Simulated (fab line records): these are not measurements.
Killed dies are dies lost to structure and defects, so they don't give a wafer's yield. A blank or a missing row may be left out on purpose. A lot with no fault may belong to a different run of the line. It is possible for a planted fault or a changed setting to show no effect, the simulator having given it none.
Comparing a struck lot with a sound one || flow sfqLine || 14 steps out of a route of 325
Sound: the wafers L598.1, L598.3, L598.4. Struck: wafers L603.1, L603.3, L603.5. The cause comes at the end.
Order at every step that has rows: each side's tool, ch and its chambers, its first start. Under that, the readings that differ: sound wafers || struck wafers || difference of the means || sigmas: that difference in standard deviations of wafers without a fault.
alike: readings whose means differ by less than 2 such deviations, and words and numbers that are the same on both sides. not compared: withheld readings, readings that some wafer has no value for, bounds like >300 that may hide the same value, and numbers for which the record gives no deviation and whose values overlap.
The two part at a step that has a row with sigmas, a row that says differs or no value, or rows on one side only. Non-overlapping numbers with no deviation appear without sigmas and do not part them. Lack of a reading on every wafer of one side parts them only where that side has two or more wafers.

SFQ_TRILAYER_I0_DEP_PECVD_027: deposits SiO2 from SiH4/N2O, time 111.11 s, target thk 500 nm.
  sound on pecvd-03 ch 1,2, day 8 13:37; struck on pecvd-02 ch 0,2, day 10 12:31
{"reading": "throttleValvePct (%)", "sound": "25.1 25.5 25.5", "struck": "23.2 22.8 22.7", "difference": -2.5, "sigmas": -2}
  alike: heaterPowerW
  not compared: sinceWetCleanH
SFQ_TRILAYER_I0_CMP_CMP_028: polishes SiO2.
  sound on cmp-02 ch 0,1,3, day 8 15:14; struck on cmp-02 ch 1,3, day 10 17:43
  alike: motorCurrentA, timeToEndpointS
SFQ_I0_BOW_MEAS_907:
  struck on filmMetro-01, day 10 20:43; sound on filmMetro-02, day 8 18:14
  alike: I0_BOW
SFQ_TRILAYER_I0_METRO_MEASURE_029:
  struck on filmMetro-01, day 10 20:50; sound on filmMetro-02, day 8 18:22
  alike: thkNm
then, 6 steps without rows for these wafers: SFQ_TRILAYER_I0_VIA_LITHO_COAT_036 (resist thk 62 nm); SFQ_TRILAYER_I0_VIA_LITHO_COAT_031 (resist thk 650 nm); SFQ_TRILAYER_I0_VIA_LITHO_SOFTBAKE_035; SFQ_TRILAYER_I0_VIA_LITHO_EXPOSE_032 (exposes mask I0, target cd 500 nm); SFQ_TRILAYER_I0_VIA_LITHO_PEB_034 (peb time 60 s); SFQ_TRILAYER_I0_VIA_LITHO_DEVELOP_033 (time 60 s).
SFQ_I0_OVL_MEAS_908:
  struck on overlay-02, day 12 19:55; sound on overlay-02, day 10 23:31
  alike: I0_OVL
SFQ_TRILAYER_I0_VIA_BARC_OPEN_VIA_ETCH_046: etches BARC in O2, target depth 125 nm, time 41.7 s.
  sound on rieDiel-02 ch 0,2,3, day 10 23:33; struck on rieDiel-02 ch 0,1, day 12 19:57
  alike: drypumpMotorCurrentA, oesProductAu, rfFwdPowerW
  not compared: rfHoursCounterH
SFQ_TRILAYER_I0_VIA_ETCH_VIA_ETCH_034: etches SiO2 in CHF3, stops on Nb, target depth 260 nm.
  sound on rieDiel-02 ch 0,2,3, day 10 23:35; struck on rieDiel-02 ch 0,1, day 12 19:59
{"reading": "rfFwdPowerW (W)", "sound": "499.0 496.7 498.8", "struck": "418.7 417.6 419.6", "difference": -79.5, "sigmas": -47}
  alike: drypumpMotorCurrentA, oesProductAu
SFQ_TRILAYER_I0_VIA_STRIP_STRIP_035: strips in O2.
  sound on rieMetal-01 ch 0,1, day 10 23:43; struck on rieMetal-02 ch 0, day 12 20:07
{"reading": "drypumpMotorCurrentA (A)", "sound": "6.2 6.2 6.6", "struck": "4.7 4.6 4.7", "difference": -1.7, "sigmas": -3}
  alike: oesProductAu
  not compared: rfHoursCounterH

## WHERE THEY PART
Last at SFQ_TRILAYER_I0_VIA_STRIP_STRIP_035 as far as this record goes, first at SFQ_TRILAYER_I0_DEP_PECVD_027.

WHY: what the simulator had put in
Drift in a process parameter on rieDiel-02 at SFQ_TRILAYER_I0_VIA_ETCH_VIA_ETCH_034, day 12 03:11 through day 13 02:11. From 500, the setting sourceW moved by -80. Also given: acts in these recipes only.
